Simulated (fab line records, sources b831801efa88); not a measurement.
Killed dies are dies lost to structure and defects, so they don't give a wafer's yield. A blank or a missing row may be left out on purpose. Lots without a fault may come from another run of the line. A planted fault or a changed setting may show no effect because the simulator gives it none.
A struck lot beside a sound one | flow sky130 | 37 steps out of a route of 708
Sound: wafers L154.3, L154.4, L154.5. Struck: wafers L167.1, L167.3, L167.5. The cause comes at the end.
At each step with rows: each side's tool, then ch and its chambers, then its first start. Under that, the readings that differ: sound wafers | struck wafers | difference of the means | sigmas: that difference in standard deviations of wafers without a fault.
alike: readings whose means differ by less than 2 such deviations, and words and numbers that are the same on both sides. not compared: withheld readings, readings that some wafer has no value for, bounds like >300 that may hide the same value, and numbers for which the record gives no deviation and whose values overlap.
The two part at a step that has a row with sigmas, a row that says differs or no value, or rows on one side only. Numbers that don't overlap but have no deviation are shown without sigmas and don't part them. A reading that every wafer of one side lacks parts them only if that side has two wafers or more.

first, 10 steps without rows for these wafers: SKY_VIA2_CLEAN_18 (cleans in IPA, time 180 s); SKY_VIA2_CLEAN_19 (cleans in O3/DIW); SKY_VIA2_SPUTTER_20 (material TiN, target thk 20 nm, time 80 s); SKY_VIA2_CVD_21 (deposits W, target thk 420 nm, time 126.4 s); SKY_VIA2_CMP_24 (polishes, stops on SiO2, t overpolish 20 s, target thk 0 nm); SKY_METAL3_SPUTTER_00 (material Ti, target thk 15 nm, time 10 s); SKY_METAL3_SPUTTER_01 (material TiN, target thk 20 nm, time 16.7 s); SKY_METAL3_SPUTTER_02 (material AlCu, target thk 735 nm, time 39.1 s); SKY_METAL3_SPUTTER_03 (material Ti, target thk 5 nm, time 3.3 s); SKY_METAL3_SPUTTER_04 (material TiN, target thk 70 nm, time 58.3 s).
SKY_CAPM_CVD_00: deposits SiO2, target thk 15.5 nm.
  sound on pecvd-04 ch 0,2, day 37 13:58; struck on pecvd-04 ch 1,2, day 41 13:38
  alike: heater_power_outer_w, heater_power_w, rf_fwd_power_W
SKY_CAPM_THK_MEAS_01:
  sound on film_metro-02, day 37 14:01; struck on film_metro-02, day 41 13:39
  reading              | sound             | struck            | difference | sigmas
  CAPM_CVD_00_THK (nm) | 15.55 15.33 15.83 | 13.76 13.92 13.88 | -1.72      | -6
then, 23 steps without rows for these wafers: SKY_CAPM_SPUTTER_02 (material TiN, target thk 200 nm, time 166.7 s); SKY_CAPM_DEHYDRATE_05 (time 60 s); SKY_CAPM_HMDS_06 (prime time 60 s); SKY_CAPM_COAT_07 (resist thk 1140 nm); SKY_CAPM_SOFTBAKE_08 (time 60 s); SKY_CAPM_EXPOSE_09 (exposes mask CAPM, target cd 1000 nm); SKY_CAPM_PEB_10; SKY_CAPM_DEVELOP_11 (develop time 60 s); SKY_CAPM_METAL_ETCH_13 (etches TiN in Cl2/BCl3, stops on SiO2, target depth 220 nm, time 62.9 s); SKY_CAPM_STRIP_14 (strips in O2/N2); SKY_CAPM_STRIP_15 (strips in post etch residue remover, time 1200 s); SKY_CAPM_CLEAN_16 (cleans in IPA, time 180 s); SKY_CAPM_CLEAN_17 (cleans in O3/DIW); SKY_METAL3_DEHYDRATE_05 (time 60 s); SKY_METAL3_HMDS_06 (prime time 60 s); SKY_METAL3_COAT_07 (resist thk 60 nm); SKY_METAL3_COAT_08 (resist thk 1130 nm); SKY_METAL3_SOFTBAKE_09 (time 90 s); SKY_METAL3_EXPOSE_10 (exposes mask MM3, target cd 300 nm); SKY_METAL3_PEB_11; SKY_METAL3_DEVELOP_12 (develop time 60 s); SKY_METAL3_DESCUM_15 (chemistry O2, time 8 s); SKY_METAL3_ETCH_16 (etches BARC in N2/H2, stops on SiO2, time 88.2 s, target depth 60 nm).
-- the record jumps here: 2 days lie between the struck wafers' starts before and after --
SKY_METAL3_ETCH_17: etches SiO2 in C4F8/O2/Ar, stops on TiN, time 3.9 s, target depth 15 nm.
  sound on rie_diel-02 ch 0,1,2, day 39 17:54; struck on rie_diel-02 ch 0,1,3, day 43 14:19
  reading               | sound             | struck            | difference | sigmas
  oes_product_au (a.u.) | 0.746 0.737 0.746 | 0.706 0.703 0.704 | -0.039     | -5
  alike: rf_fwd_power_W
  not compared: rf_hours_counter_h
-- the record jumps here: 6 days lie between the struck wafers' starts before and after (it left off in module METAL3 and takes up again in module PAD_OPEN, whose first step shown is number 708 of the route) --
SKY_PAD_OPEN_PROBE_99:
  sound on prober-01, day 46 19:21; struck on prober-02, day 50 00:15
  reading                                      | sound                      | struck                       | difference | sigmas
  model.etest.tester.sort_n_pass               | 393 397 418                | 354 347 353                  | -51        |
  model.etest.tester.sort_yield_pct (%)        | 79.88 80.69 84.96          | 71.95 70.53 71.75            | -10.43     |
  model.etest.tester.sort_bin_5_pct (%)        | 11.18 11.99 8.537          | 20.33 21.14 21.14            | +10.30     |
  model.etest.cap_mim.c_ff_um2_rim_less_centre | -0.02745 -0.01617 -0.02842 | 0.7673 0.7579 0.7927         | +0.7966    |
  model.etest.tester.sort_bin_8_pct (%)        | 0 0 0                      | 1.034e-05 1.27e-07 5.642e-07 | +3.677e-06 |
  alike: defect_limited_yield, killed_at_M0_to_M3, killed_at_M4_up, killed_at_contacts, killed_at_front_end, killed_at_other, killed_dies, killed_open, killed_short, model.etest.tester.sort_bin_4_pct

WHERE THEY PART
First at SKY_CAPM_THK_MEAS_01; last, within this record, at SKY_METAL3_ETCH_17. Later steps at which nothing parts them and some readings are alike: SKY_PAD_OPEN_PROBE_99.

WHY: what the simulator had put in
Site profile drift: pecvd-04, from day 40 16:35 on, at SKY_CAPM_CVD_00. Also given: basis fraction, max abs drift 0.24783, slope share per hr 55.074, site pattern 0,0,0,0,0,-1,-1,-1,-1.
